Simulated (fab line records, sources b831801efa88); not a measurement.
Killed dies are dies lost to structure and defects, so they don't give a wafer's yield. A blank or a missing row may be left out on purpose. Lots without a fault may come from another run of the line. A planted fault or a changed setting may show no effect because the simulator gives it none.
Chamber matching | flow sky130 | SKY_VIA1_ETCH_14 on rie_diel-04: 4 sister chambers
The step etches BARC in N2/H2, stops on SiO2, time 45.9 s, target depth 60 nm. 8 wafers are shown with their chamber, then 7 later ones without.

WAFERS WITH THEIR CHAMBER
wafer  | chamber | drypump_motor_current_A (A) | oes_product_au (a.u.)
L074.1 | 0       | 5.51                        | 0.853
L075.6 | 2       | 5.07                        | 0.859
L080.3 | 0       | 5.53                        | 0.850
L083.1 | 3       | 5.78                        | 0.865
L083.3 | 1       | 5.72                        | 0.857
L083.6 | 3       | 5.78                        | 0.863
L086.4 | 2       | 5.03                        | 0.854
L086.5 | 1       | 5.75                        | 0.852

WAFERS WITHOUT THEIR CHAMBER
wafer  | drypump_motor_current_A (A) | oes_product_au (a.u.)
L086.6 | 5.52                        | 0.848
L095.1 | 5.05                        | 0.854
L095.3 | 5.77                        | 0.856
L095.5 | 5.76                        | 0.861
L097.2 | 5.74                        | 0.857
L097.3 | 5.02                        | 0.859
L097.6 | 5.75                        | 0.855

WHICH CHAMBER EACH WENT THROUGH
wafer  | from the rows above     | in truth
L086.6 | 0                       | 0
L095.1 | 2                       | 2
L095.3 | can't be placed: 1 or 3 | 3
L095.5 | can't be placed: 3 or 1 | 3
L097.2 | 1                       | 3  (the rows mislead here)
L097.3 | 2                       | 2
L097.6 | 1                       | 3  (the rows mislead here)
Placed correctly: 3 of 7. Can't be placed from these rows: 2 (the true chamber is among the candidates in 2). Placed wrongly: 2.
How it was worked out, from the rows above alone: a wafer's distance from a chamber is the root of the sum, over the readings, of the square of ((its reading less the chamber's mean) divided by the reading's scatter). The wafer belongs to the nearest chamber; if the next one is less than 2 further off, it can't be placed. A chamber's mean is the mean of its shown wafers. The scatter: the root of (the sum of the squares of (reading less its chamber's mean) over the shown wafers, divided by (wafers less chambers)).
